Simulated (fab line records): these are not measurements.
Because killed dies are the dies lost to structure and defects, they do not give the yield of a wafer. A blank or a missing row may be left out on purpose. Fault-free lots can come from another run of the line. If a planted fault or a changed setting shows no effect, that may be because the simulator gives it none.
The tool behind it: which one? | flow gf180mcu | 36 wafers from 12 lots sampled at 5 of the route's 602 steps

WHAT THE GAUGES SHOWED, per wafer
GF_MIM_THK_MEAS_06. Usual: for MIM_CVD_05_THK the level is 42.2 nm and the standard deviation is 0.67.
lot  | measured     | on            | MIM_CVD_05_THK (nm) | flag
L321 | day 24 21:14 | film metro-01 | 41.3 41.3 42.0      |
L322 | day 25 10:58 | film metro-01 | 41.5 42.0 42.4      |
L323 | day 25 17:59 | film metro-02 | 45.7 46.0 45.4      | OFF
L326 | day 26 19:29 | film metro-02 | 44.3 44.4 44.8      | OFF
L335 | day 29 22:52 | film metro-02 | 41.0 41.7 42.1      |
L337 | day 30 04:56 | film metro-03 | 43.0 41.4 42.4      |
L336 | day 30 08:07 | film metro-02 | 42.4 42.0 42.6      |
L338 | day 30 09:39 | film metro-02 | 42.1 42.3 43.2      |
L339 | day 30 12:44 | film metro-01 | 41.9 42.3 42.6      |
L340 | day 30 22:24 | film metro-03 | 42.2 43.2 42.0      |
L341 | day 31 02:25 | film metro-01 | 42.1 42.3 43.1      |
L342 | day 31 09:26 | film metro-03 | 41.4 42.5 42.3      |

GF_MIM_RS_MEAS_10: uses a four-point probe to measure. Usual: for MIM_ALCU_RS the level is 0.1607 ohm/sq and the standard deviation is 0.0017.
lot  | measured     | on            | MIM_ALCU_RS (ohm/sq) | flag
L321 | day 24 21:23 | film metro-02 | 0.1581 0.1572 0.1574 |
L322 | day 25 11:07 | film metro-03 | 0.1602 0.1598 0.1585 |
L323 | day 25 18:10 | film metro-01 | 0.1576 0.1601 0.1596 |
L326 | day 26 19:44 | film metro-02 | 0.1590 0.1595 0.1579 |
L335 | day 29 23:01 | film metro-01 | 0.1650 0.1648 0.1629 |
L337 | day 30 05:08 | film metro-03 | 0.1609 0.1601 0.1623 |
L336 | day 30 08:16 | film metro-01 | 0.1623 0.1615 0.1619 |
L338 | day 30 09:49 | film metro-01 | 0.1605 0.1611 0.1625 |
L339 | day 30 12:55 | film metro-03 | 0.1600 0.1613 0.1614 |
L340 | day 30 22:34 | film metro-01 | 0.1636 0.1629 0.1634 |
L341 | day 31 02:35 | film metro-03 | 0.1618 0.1611 0.1630 |
L342 | day 31 09:35 | film metro-02 | 0.1613 0.1592 0.1617 |

EACH LOT AND THE TOOL THAT RAN IT (in order: tool; ch and the chambers of the sampled wafers; start)
lot  | GF_V4_CVD_23                  | GF_MIM_SPUTTER_03            | GF_MIM_CVD_05
L321 | cvd w-01 ch 0, day 24 20:21   | pvd sputter-03, day 24 21:08 | pecvd-04 ch 0,2, day 24 21:11
L322 | cvd w-02 ch 0,1, day 25 10:07 | pvd sputter-01, day 25 10:52 | pecvd-03 ch 1,2, day 25 10:56
L323 | cvd w-01 ch 1, day 25 17:04   | pvd sputter-01, day 25 17:51 | pecvd-04 ch 0,1, day 25 17:56
L326 | cvd w-02 ch 0,1, day 26 18:38 | pvd sputter-04, day 26 19:23 | pecvd-04 ch 0,1,2, day 26 19:27
L335 | cvd w-02 ch 0,1, day 29 22:01 | pvd sputter-01, day 29 22:46 | pecvd-04 ch 0,1,2, day 29 22:49
L337 | cvd w-02 ch 0,1, day 30 04:07 | pvd sputter-03, day 30 04:49 | pecvd-03 ch 0,1,2, day 30 04:54
L336 | cvd w-01 ch 0,1, day 30 07:16 | pvd sputter-03, day 30 08:01 | pecvd-04 ch 1,2, day 30 08:05
L338 | cvd w-01 ch 0,1, day 30 08:47 | pvd sputter-01, day 30 09:32 | pecvd-04 ch 0,2, day 30 09:36
L339 | cvd w-02 ch 0,1, day 30 11:54 | pvd sputter-01, day 30 12:37 | pecvd-03 ch 0,1, day 30 12:41
L340 | cvd w-02 ch 0,1, day 30 21:27 | pvd sputter-01, day 30 22:12 | pecvd-03 ch 0,1,2, day 30 22:16
L341 | cvd w-01 ch 0,1, day 31 01:33 | pvd sputter-03, day 31 02:19 | pecvd-04 ch 0,1,2, day 31 02:22
L342 | cvd w-02 ch 0,1, day 31 08:35 | pvd sputter-03, day 31 09:20 | pecvd-04 ch 0,1,2, day 31 09:24
- GF_V4_CVD_23: deposits W, target thk 350 nm, time 104.9 s.
- GF_MIM_SPUTTER_03: material Ti, target thk 10 nm, time 6.7 s.
- GF_MIM_CVD_05: deposits Si3N4, target thk 42 nm, time 29.086 s.

AS READ BY THE TOOLS THEMSELVES (means over the sampled wafers that have a number; for cases with no such wafer, the mark the record gives instead)
GF_V4_CVD_23. Usual: chamber pressure Torr 40.00 Torr, standard deviation 0.076; heater power w 864 W, standard deviation 57; run length s 132.5 s, standard deviation 0.41.
lot  | tool     | chamber pressure Torr (Torr) | heater power w (W) | run length s (s) | flag
L321 | cvd w-01 | 40.04                        | 845                | 132.2            |
L322 | cvd w-02 | 39.97                        | 919                | 132.6            |
L323 | cvd w-01 | 40.03                        | 792                | 132.4            |
L326 | cvd w-02 | 40.02                        | 899                | 132.8            |
L335 | cvd w-02 | 39.97                        | 910                | 132.7            |
L337 | cvd w-02 | 39.96                        | 905                | 133.1            |
L336 | cvd w-01 | 40.01                        | 819                | 132.0            |
L338 | cvd w-01 | 40.01                        | 826                | 132.2            |
L339 | cvd w-02 | 39.98                        | 904                | 132.9            |
L340 | cvd w-02 | 39.95                        | 900                | 133.0            |
L341 | cvd w-01 | 40.05                        | 821                | 132.5            |
L342 | cvd w-02 | 39.95                        | 918                | 132.5            |

GF_MIM_SPUTTER_03. Usual: throttle valve pct reads 30.3 % (standard deviation 0.9).
lot  | tool           | throttle valve pct (%) | flag
L321 | pvd sputter-03 | 29.8                   |
L322 | pvd sputter-01 | 29.7                   |
L323 | pvd sputter-01 | 29.8                   |
L326 | pvd sputter-04 | 29.8                   |
L335 | pvd sputter-01 | 29.7                   |
L337 | pvd sputter-03 | 31.0                   |
L336 | pvd sputter-03 | 31.4                   |
L338 | pvd sputter-01 | 30.0                   |
L339 | pvd sputter-01 | 30.0                   |
L340 | pvd sputter-01 | 30.0                   |
L341 | pvd sputter-03 | 30.0                   |
L342 | pvd sputter-03 | 31.3                   |

GF_MIM_CVD_05. Usual: heater power w 649 W, standard deviation 88; run length s 56.8 s, standard deviation 0.57; temp max c 399.98 C, standard deviation 0.22.
lot  | tool     | heater power w (W) | run length s (s) | temp max c (C) | flag
L321 | pecvd-04 | 599                | 56.8             | 399.90         |
L322 | pecvd-03 | 729                | 57.4             | 399.85         |
L323 | pecvd-04 | 590                | 58.4             | 399.86         |
L326 | pecvd-04 | 554                | 58.7             | 400.14         | OFF
L335 | pecvd-04 | 603                | 56.7             | 399.94         |
L337 | pecvd-03 | 725                | 56.7             | 400.01         |
L336 | pecvd-04 | 646                | 56.7             | 400.00         |
L338 | pecvd-04 | 596                | 57.1             | 400.07         |
L339 | pecvd-03 | 683                | 56.7             | 399.96         |
L340 | pecvd-03 | 712                | 56.8             | 399.93         |
L341 | pecvd-04 | 610                | 56.5             | 399.93         |
L342 | pecvd-04 | 621                | 56.8             | 399.93         |

THE ANSWER, worked out from the rows above alone
Rule: lot off if the mean of its wafers having a number is beyond 3 standard deviations from the usual mean. A lot without any number at a reading at which 4 lots or more have one is off too. All remaining lots with rows at the step are treated as sound. First the gauges in route order, then the tools' own readings, where a lot's mean is used as printed above. The first step at which some lot is off is used, and at that step the reading that is off furthest; a lot without a number counts as furthest.
Off: L323, L326, seen at GF_MIM_THK_MEAS_06 (MIM_CVD_05_THK).
If a tool, at a process step before that reading, ran all the lots that are off and no sound lot after the first of them, it fits. Those tools and the gauges at GF_MIM_THK_MEAS_06 are tried in the same way. Not one of the candidates tried fits.

WHAT THE SIMULATOR HAD PUT IN
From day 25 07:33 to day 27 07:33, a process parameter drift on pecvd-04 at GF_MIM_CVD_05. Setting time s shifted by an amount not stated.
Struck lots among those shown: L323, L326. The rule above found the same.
